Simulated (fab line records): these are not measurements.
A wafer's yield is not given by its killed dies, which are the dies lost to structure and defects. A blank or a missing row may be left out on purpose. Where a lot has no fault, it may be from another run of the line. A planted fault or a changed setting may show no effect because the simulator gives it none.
The tool behind it: which one? :: flow gf180mcu :: Sampling: 14 lots, 42 wafers, 4 of 602 route steps

WHAT EACH GAUGE READ, for each wafer
GF_HV_LDD_CD_MEAS_19 targets a cd of 400 nm. Usual: 399.4 nm for cd nm, sd 2.
lot: L121
measured: day 10 18:59
on: cd sem-01
cd nm (nm): 403.2 399.7 400.2
flag: 

lot: L123
measured: day 11 08:02
on: cd sem-01
cd nm (nm): 397.1 398.9 399.8
flag: 

lot: L125
measured: day 12 03:37
on: cd sem-01
cd nm (nm): 397.3 396.3 397.4
flag: 

lot: L126
measured: day 12 20:41
on: cd sem-01
cd nm (nm): 403.8 401.4 400.4
flag: 

lot: L129
measured: day 13 07:47
on: cd sem-01
cd nm (nm): 399.8 399.4 402.4
flag: 

lot: L130
measured: day 13 16:58
on: cd sem-02
cd nm (nm): 398.3 398.8 399.7
flag: 

lot: L136
measured: day 15 13:43
on: cd sem-01
cd nm (nm): 398.1 397.0 398.0
flag: 

lot: L137
measured: day 15 20:46
on: cd sem-01
cd nm (nm): 396.3 397.5 399.5
flag: 

lot: L138
measured: day 15 22:44
on: cd sem-02
cd nm (nm): 402.7 403.0 400.6
flag: 

lot: L139
measured: day 16 08:04
on: cd sem-02
cd nm (nm): 399.3 396.7 400.2
flag: 

lot: L140
measured: day 16 19:20
on: cd sem-02
cd nm (nm): 399.0 400.5 400.6
flag: 

lot: L142
measured: day 17 08:22
on: cd sem-02
cd nm (nm): 399.9 398.3 400.0
flag: 

lot: L143
measured: day 17 14:58
on: cd sem-01
cd nm (nm): 399.4 398.3 398.1
flag: 

lot: L144
measured: day 18 03:40
on: cd sem-01
cd nm (nm): 401.1 398.1 400.9
flag: 

GF_HV_LDD_CD_MEAS_31 targets a cd of 400 nm. Usual: 399.6 nm for cd nm, sd 2.4.
lot: L121
measured: day 11 13:04
on: cd sem-01
cd nm (nm): 400.7 401.6 404.9
flag: 

lot: L123
measured: day 12 02:43
on: cd sem-01
cd nm (nm): 399.0 399.6 397.4
flag: 

lot: L125
measured: day 12 23:07
on: cd sem-02
cd nm (nm): 398.6 400.8 399.6
flag: 

lot: L126
measured: day 13 17:17
on: cd sem-01
cd nm (nm): 399.3 400.4 399.3
flag: 

lot: L129
measured: day 14 04:26
on: cd sem-01
cd nm (nm): 400.4 398.3 398.9
flag: 

lot: L130
measured: day 14 13:58
on: cd sem-02
cd nm (nm): 402.8 404.9 402.1
flag: 

lot: L136
measured: day 16 12:40
on: cd sem-02
cd nm (nm): 402.6 401.6 400.4
flag: 

lot: L137
measured: day 16 18:40
on: cd sem-02
cd nm (nm): 398.6 400.6 401.6
flag: 

lot: L138
measured: day 16 20:52
on: cd sem-02
cd nm (nm): 400.5 398.6 397.6
flag: 

lot: L139
measured: day 17 06:40
on: cd sem-02
cd nm (nm): 399.9 400.5 400.9
flag: 

lot: L140
measured: day 17 18:35
on: cd sem-01
cd nm (nm): 397.9 398.8 397.2
flag: 

lot: L142
measured: day 18 08:04
on: cd sem-02
cd nm (nm): 398.4 396.3 397.1
flag: 

lot: L143
measured: day 18 14:13
on: cd sem-01
cd nm (nm): 401.1 400.6 400.9
flag: 

lot: L144
measured: day 19 03:37
on: cd sem-02
cd nm (nm): 407.9 406.2 403.5
flag: 

GF_HV_LDD_THK_MEAS_57. Usual: HV_LDD_CVD_56_THK typically reads 90.0 nm, with standard deviation 1.1.
lot: L121
measured: day 12 12:38
on: film metro-04
HV_LDD_CVD_56_THK (nm): 89.9 89.9 90.6
flag: 

lot: L123
measured: day 13 01:26
on: film metro-03
HV_LDD_CVD_56_THK (nm): 89.7 90.5 89.8
flag: 

lot: L125
measured: day 13 23:14
on: film metro-03
HV_LDD_CVD_56_THK (nm): 90.4 90.5 90.9
flag: 

lot: L126
measured: day 14 19:26
on: film metro-03
HV_LDD_CVD_56_THK (nm): 88.9 89.1 88.5
flag: 

lot: L129
measured: day 15 05:22
on: film metro-04
HV_LDD_CVD_56_THK (nm): 90.2 90.2 90.4
flag: 

lot: L130
measured: day 15 15:08
on: film metro-01
HV_LDD_CVD_56_THK (nm): 91.3 91.9 91.8
flag: 

lot: L136
measured: day 17 14:35
on: film metro-04
HV_LDD_CVD_56_THK (nm): 90.5 91.3 90.7
flag: 

lot: L137
measured: day 17 21:29
on: film metro-01
HV_LDD_CVD_56_THK (nm): 89.3 89.9 90.3
flag: 

lot: L138
measured: day 17 23:47
on: film metro-04
HV_LDD_CVD_56_THK (nm): 90.2 90.0 90.0
flag: 

lot: L139
measured: day 18 10:11
on: film metro-03
HV_LDD_CVD_56_THK (nm): 90.9 90.9 90.1
flag: 

lot: L140
measured: day 18 22:24
on: film metro-01
HV_LDD_CVD_56_THK (nm): 87.9 88.8 87.8
flag: 

lot: L142
measured: day 19 11:56
on: film metro-04
HV_LDD_CVD_56_THK (nm): 89.2 89.1 88.6
flag: 

lot: L143
measured: day 19 20:25
on: film metro-04
HV_LDD_CVD_56_THK (nm): 87.9 88.4 88.3
flag: 

lot: L144
measured: day 20 07:11
on: film metro-01
HV_LDD_CVD_56_THK (nm): 89.0 89.1 88.6
flag: 

TOOL THAT RAN EACH LOT (tool first, then ch and the chambers of the sampled wafers, then the start)
lot: L121
GF_STI_WET_ETCH_20: wet bench-03 ch 2, day 2 01:28

lot: L123
GF_STI_WET_ETCH_20: wet bench-01 ch 1, day 2 12:44

lot: L125
GF_STI_WET_ETCH_20: wet bench-01 ch 1, day 2 22:51

lot: L126
GF_STI_WET_ETCH_20: wet bench-01 ch 2, day 3 03:30

lot: L129
GF_STI_WET_ETCH_20: wet bench-04 ch 3, day 3 19:21

lot: L130
GF_STI_WET_ETCH_20: wet bench-04 ch 3, day 3 23:50

lot: L136
GF_STI_WET_ETCH_20: wet bench-01 ch 3, day 5 07:20

lot: L137
GF_STI_WET_ETCH_20: wet bench-01 ch 3, day 5 12:06

lot: L138
GF_STI_WET_ETCH_20: wet bench-03 ch 2, day 5 17:42

lot: L139
GF_STI_WET_ETCH_20: wet bench-01 ch 1, day 5 22:09

lot: L140
GF_STI_WET_ETCH_20: wet bench-01 ch 0, day 6 04:20

lot: L142
GF_STI_WET_ETCH_20: wet bench-03 ch 3, day 6 14:44

lot: L143
GF_STI_WET_ETCH_20: wet bench-03 ch 2, day 6 19:02

lot: L144
GF_STI_WET_ETCH_20: wet bench-03 ch 3, day 7 02:48
- GF_STI_WET_ETCH_20: etches SiO2 in dHF, target depth 20 nm, time 400 s.

WHAT THE TOOLS THEMSELVES READ (means of the sampled wafers that have a number; where no wafer has one, the mark that the record gives instead)
GF_STI_WET_ETCH_20. Usual: 429 s for run length s, sd 3.8.
lot: L121
tool: wet bench-03
run length s (s): 432
flag: 

lot: L123
tool: wet bench-01
run length s (s): 425
flag: 

lot: L125
tool: wet bench-01
run length s (s): 427
flag: 

lot: L126
tool: wet bench-01
run length s (s): 433
flag: 

lot: L129
tool: wet bench-04
run length s (s): 538
flag: OFF

lot: L130
tool: wet bench-04
run length s (s): 539
flag: OFF

lot: L136
tool: wet bench-01
run length s (s): 433
flag: 

lot: L137
tool: wet bench-01
run length s (s): 434
flag: 

lot: L138
tool: wet bench-03
run length s (s): 425
flag: 

lot: L139
tool: wet bench-01
run length s (s): 425
flag: 

lot: L140
tool: wet bench-01
run length s (s): 428
flag: 

lot: L142
tool: wet bench-03
run length s (s): 425
flag: 

lot: L143
tool: wet bench-03
run length s (s): 425
flag: 

lot: L144
tool: wet bench-03
run length s (s): 425
flag: 

THE ANSWER, worked out from the rows above alone
Rule: lot off if the mean of its wafers having a number is beyond 3 standard deviations from the usual mean. Also off: a lot with no number at a reading for which 4 or more lots have one. All remaining lots with rows at the step are treated as sound. After the gauges, taken in route order, come the tools' own readings; for these a lot's mean is taken, as printed above. At the first step where some lot is off, the reading lying furthest off is the one used; lots without a number count as furthest.
Off at GF_STI_WET_ETCH_20 (run length s): L129, L130.
A tool fits if, at that step or a process step before it, it ran every lot that is off, and no sound lot after the first of them. One fits: GF_STI_WET_ETCH_20 on wet bench-04. It ran no sound lot before its first lot that is off in this sample, so the start can't be narrowed down.
The tool's own readings at GF_STI_WET_ETCH_20 bear it out: on the lots that are off they differ by more than 5 times the standard deviation of the sound lots' means. run length s reads 538 s there against 428 s on the sound lots.

WHAT THE SIMULATOR PUT IN
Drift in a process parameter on wet bench-04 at GF_STI_WET_ETCH_20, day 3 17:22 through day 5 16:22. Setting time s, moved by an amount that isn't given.
Struck lots among those shown: L129, L130. The rule given above showed the same thing.
